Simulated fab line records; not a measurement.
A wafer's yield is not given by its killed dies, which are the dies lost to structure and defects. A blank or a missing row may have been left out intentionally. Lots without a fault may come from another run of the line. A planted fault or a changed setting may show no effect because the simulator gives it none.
Split-lot experiment / flow sfq-line / on a route of 325 steps: 5 lots, 23 wafers read

THE SPLIT ITSELF
At SFQ_TRILAYER_M0_LITHO_PEB_024 (peb time 60 s), the setting peb-time-s was moved away from the recipe's 60 s on 9 of the 23 wafers read, by -12.9% to +10.1%. This setting was run at the recipe's value on the other wafers.

FROM THE SPLIT ON TO THE READING: in between, the file shows 1 step
- SFQ_TRILAYER_M0_LITHO_DEVELOP_023: time 60 s

THE READING
M0.cd-nm (the simulator's own value, which no gauge read), in nm, at SFQ_TRILAYER_M0_BARC_OPEN_METAL_ETCH_031 (etches BARC in O2, target depth 125 nm, time 41.7 s). No usual value for it is given in the file. The 14 wafers here that ran the recipe average 499.4 nm, standard deviation 0.9 nm.

wafer=L076.1; tool, chamber at the split=litho-track-01, 0; peb-time-s as run, s=60; against the recipe=recipe; M0.cd-nm, nm=499.8; against lot-mates on the recipe=-
wafer=L076.6; tool, chamber at the split=litho-track-01, 0; peb-time-s as run, s=60; against the recipe=recipe; M0.cd-nm, nm=499.8; against lot-mates on the recipe=-
wafer=L076.2; tool, chamber at the split=litho-track-01, 0; peb-time-s as run, s=60; against the recipe=recipe; M0.cd-nm, nm=499.2; against lot-mates on the recipe=-
wafer=L076.3; tool, chamber at the split=litho-track-01, 0; peb-time-s as run, s=60; against the recipe=recipe; M0.cd-nm, nm=498.3; against lot-mates on the recipe=-
wafer=L076.4; tool, chamber at the split=litho-track-01, 0; peb-time-s as run, s=60; against the recipe=recipe; M0.cd-nm, nm=498.8; against lot-mates on the recipe=-
wafer=L078.1; tool, chamber at the split=litho-track-02, 0; peb-time-s as run, s=60; against the recipe=recipe; M0.cd-nm, nm=498.9; against lot-mates on the recipe=-
wafer=L078.2; tool, chamber at the split=litho-track-02, 0; peb-time-s as run, s=54.73; against the recipe=-8.8%; M0.cd-nm, nm=512.3; against lot-mates on the recipe=+13.5
wafer=L078.4; tool, chamber at the split=litho-track-02, 0; peb-time-s as run, s=60; against the recipe=recipe; M0.cd-nm, nm=498.6; against lot-mates on the recipe=-
wafer=L078.5; tool, chamber at the split=litho-track-02, 0; peb-time-s as run, s=54.73; against the recipe=-8.8%; M0.cd-nm, nm=512.2; against lot-mates on the recipe=+13.5
wafer=L078.6; tool, chamber at the split=litho-track-02, 0; peb-time-s as run, s=54.73; against the recipe=-8.8%; M0.cd-nm, nm=513; against lot-mates on the recipe=+14.2
wafer=L079.2; tool, chamber at the split=litho-track-02, 0; peb-time-s as run, s=60; against the recipe=recipe; M0.cd-nm, nm=498.6; against lot-mates on the recipe=-
wafer=L079.3; tool, chamber at the split=litho-track-02, 0; peb-time-s as run, s=60; against the recipe=recipe; M0.cd-nm, nm=499.1; against lot-mates on the recipe=-
wafer=L079.5; tool, chamber at the split=litho-track-02, 0; peb-time-s as run, s=60; against the recipe=recipe; M0.cd-nm, nm=498.9; against lot-mates on the recipe=-
wafer=L080.1; tool, chamber at the split=litho-track-01, 0; peb-time-s as run, s=66.05; against the recipe=+10.1%; M0.cd-nm, nm=488; against lot-mates on the recipe=-13.1
wafer=L080.3; tool, chamber at the split=litho-track-01, 0; peb-time-s as run, s=66.05; against the recipe=+10.1%; M0.cd-nm, nm=488.5; against lot-mates on the recipe=-12.6
wafer=L080.4; tool, chamber at the split=litho-track-01, 0; peb-time-s as run, s=60; against the recipe=recipe; M0.cd-nm, nm=500.3; against lot-mates on the recipe=-
wafer=L080.5; tool, chamber at the split=litho-track-01, 0; peb-time-s as run, s=66.05; against the recipe=+10.1%; M0.cd-nm, nm=486.5; against lot-mates on the recipe=-14.6
wafer=L080.6; tool, chamber at the split=litho-track-01, 0; peb-time-s as run, s=60; against the recipe=recipe; M0.cd-nm, nm=501.8; against lot-mates on the recipe=-
wafer=L081.1; tool, chamber at the split=litho-track-02, 0; peb-time-s as run, s=52.28; against the recipe=-12.9%; M0.cd-nm, nm=521.2; against lot-mates on the recipe=+21.4
wafer=L081.2; tool, chamber at the split=litho-track-02, 0; peb-time-s as run, s=52.28; against the recipe=-12.9%; M0.cd-nm, nm=522; against lot-mates on the recipe=+22.2
wafer=L081.4; tool, chamber at the split=litho-track-02, 0; peb-time-s as run, s=60; against the recipe=recipe; M0.cd-nm, nm=500.4; against lot-mates on the recipe=-
wafer=L081.5; tool, chamber at the split=litho-track-02, 0; peb-time-s as run, s=60; against the recipe=recipe; M0.cd-nm, nm=499.2; against lot-mates on the recipe=-
wafer=L081.6; tool, chamber at the split=litho-track-02, 0; peb-time-s as run, s=52.28; against the recipe=-12.9%; M0.cd-nm, nm=521.1; against lot-mates on the recipe=+21.3

FIT RESULTS
A straight line over all 23 wafers: M0.cd-nm changes by -1.47 nm for each +1% of peb-time-s; r = -0.99; the points scatter about the line by 1.6 nm.
The same after taking each lot's own level away (the mean of its wafers on the recipe; 23 wafers): -1.53 nm for each +1%; r = -0.99; scatter 1.1 nm.
On that fit, the largest move of peb-time-s shifts the reading by 20 nm.
Measured against the standard deviation above, the lots' own levels, which go from 498.75 to 501.05 nm, span 2.5 times it.
Consequently the slope shifts little with the lot-to-lot level, the two slopes agreeing.
Check: for one of the wafers moved furthest among these (-12.9%), held out of the fit, the line's prediction against its lot-mates is +20 nm. Against them it came out at +21.4 nm.

THESE WAFERS: OTHER SPLITS
Note: prior to the reading, these wafers also went through further splits. Each is held against what the fit with the lots' levels taken away leaves over:
other split on the same wafers=SFQ_TRILAYER_INCOMING_OXIDATION_002 ox-time-s; wafers away from the commonest value=15; r with M0.cd-nm (lot level and that fit taken away)=-0.45
other split on the same wafers=SFQ_TRILAYER_L0_LITHO_PEB_008 peb-time-s; wafers away from the commonest value=9; r with M0.cd-nm (lot level and that fit taken away)=+0.07
other split on the same wafers=SFQ_TRILAYER_L0_BARC_OPEN_METAL_ETCH_010 icp-w; wafers away from the commonest value=6; r with M0.cd-nm (lot level and that fit taken away)=-0.29
other split on the same wafers=SFQ_TRILAYER_L0_VIA_LITHO_PEB_016 peb-temp-c; wafers away from the commonest value=7; r with M0.cd-nm (lot level and that fit taken away)=-0.08
other split on the same wafers=SFQ_TRILAYER_L0_VIA_BARC_OPEN_VIA_ETCH_021 time-s; wafers away from the commonest value=6; r with M0.cd-nm (lot level and that fit taken away)=-0.21
other split on the same wafers=SFQ_TRILAYER_M0_DEP_SPUTTER_019 time-s; wafers away from the commonest value=8; r with M0.cd-nm (lot level and that fit taken away)=+0.20

FILE'S OWN FIT
M0.cd-nm changes by -1.55 nm for each +1% of peb-time-s, r = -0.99.
